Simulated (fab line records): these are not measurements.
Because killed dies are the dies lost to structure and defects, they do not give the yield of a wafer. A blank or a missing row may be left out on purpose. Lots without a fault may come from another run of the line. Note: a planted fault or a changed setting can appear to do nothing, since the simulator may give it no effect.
What tool caused it?	flow sky130	40 wafers from 14 lots sampled at 3 of the route's 708 steps

WHAT EACH GAUGE READ, for each wafer
SKY_POLY_GATE_THK_MEAS_21. Usual: for POLY_GATE_OXIDATION_THK the level is 4.02 nm and the standard deviation is 0.1.
lot	measured	on	POLY_GATE_OXIDATION_THK (nm)	flag
L538	day 17 07:27	filmMetro-01	3.93 3.94 4.02	
L539	day 17 07:31	filmMetro-03	4.01 4.00 4.11	
L540	day 17 12:43	filmMetro-01	4.09 4.23 4.07	
L541	day 17 12:46	filmMetro-01	4.16 4.21 4.22	
L543	day 17 21:11	filmMetro-03	3.97 4.01 3.85	
L542	day 17 22:57	filmMetro-03	4.02 3.99 4.05	
L544	day 19 05:53	filmMetro-03	3.99 4.03 4.01	
L546	day 19 14:07	filmMetro-03	4.03 4.14 4.05	
L548	day 20 16:36	filmMetro-03	3.95 3.98 3.98	
L550	day 21 01:41	filmMetro-03	3.89 3.87 3.93	
L551	day 21 03:23	filmMetro-01	4.06 4.04 4.02	
L554	day 22 04:58	filmMetro-03	4.04 4.05	
L557	day 23 07:14	filmMetro-01	4.05 4.09	
L560	day 24 13:26	filmMetro-03	4.00 3.88 3.93	

SKY_SD_P_CD_MEAS_07: the cd target is 380 nm. Usual: 380.3 nm for cdNm, sd 2.5.
lot	measured	on	cdNm (nm)	flag
L538	day 26 05:09	cdSem-02	381.1 378.7 379.9	
L539	day 26 08:32	cdSem-02	383.6 382.1 381.2	
L540	day 26 14:01	cdSem-01	383.0 380.7 381.0	
L541	day 26 13:16	cdSem-01	383.9 385.3 387.1	
L543	day 26 21:44	cdSem-02	377.6 377.9 377.3	
L542	day 27 01:33	cdSem-01	376.0 380.7 380.8	
L544	day 28 05:59	cdSem-02	380.4 382.2 377.9	
L546	day 28 12:54	cdSem-01	380.3 382.1 380.6	
L548	day 29 12:41	cdSem-02	381.0 380.4 378.6	
L550	day 29 20:38	cdSem-02	381.5 380.3 380.8	
L551	day 29 22:10	cdSem-02	384.9 381.7 384.0	
L554	day 30 22:10	cdSem-01	382.2 380.1	
L557	day 31 19:54	cdSem-01	379.8 380.1	
L560	day 33 00:53	cdSem-02	380.8 378.2 375.9	

SKY_SD_N_TW_MEAS_12. Usual: for SD_N_TW the level is 3994 and the standard deviation is 19.
lot	measured	on	SD_N_TW	flag
L538	day 28 16:11	filmMetro-04	3942 3965 3984	
L539	day 28 19:01	filmMetro-01	3990 3995 3995	
L540	day 29 00:52	filmMetro-04	3980 3998 3981	
L541	day 28 23:14	filmMetro-03	3992 3980 3987	
L543	day 29 07:52	filmMetro-03	4013 3999 4015	
L542	day 29 11:59	filmMetro-04	3953 3984 3967	
L544	day 30 16:01	filmMetro-03	3996 4016 4001	
L546	day 30 23:00	filmMetro-03	3968 3996 4000	
L548	day 31 21:03	filmMetro-04	4015 4030 4018	
L550	day 32 05:39	filmMetro-01	4044 4012 4018	
L551	day 32 07:31	filmMetro-04	3987 3988 3990	
L554	day 33 06:29	filmMetro-01	4016 4029	
L557	day 34 02:52	filmMetro-03	4002 4000	
L560	day 35 06:01	filmMetro-04	4017 3983 3996	

WHICH TOOL RAN EACH LOT (tool, then ch and the chambers of the sampled wafers, then the start)
Before these readings, the record contains no process step.

WHAT THE TOOLS THEMSELVES READ (means of the sampled wafers that have a number; where no wafer has one, the mark that the record gives instead)
The record holds no such reading with a usual standard deviation.

THE ANSWER, worked out from the rows above alone
Rule: take the mean of a lot's wafers that have a number; if it is more than 3 standard deviations from the usual mean, the lot is off. A lot without any number at a reading at which 4 lots or more have one is off too. Any other lot the step has rows for is counted as sound. The gauges are gone through in route order, then the tools' own readings, and for those a lot's mean is taken as printed above. The first step at which some lot is off is used, and at that step the reading that is off furthest; a lot without a number counts as furthest.
Across all readings shown, no lot is off: no conclusion can be drawn from this.

WHAT WAS PUT IN BY THE SIMULATOR
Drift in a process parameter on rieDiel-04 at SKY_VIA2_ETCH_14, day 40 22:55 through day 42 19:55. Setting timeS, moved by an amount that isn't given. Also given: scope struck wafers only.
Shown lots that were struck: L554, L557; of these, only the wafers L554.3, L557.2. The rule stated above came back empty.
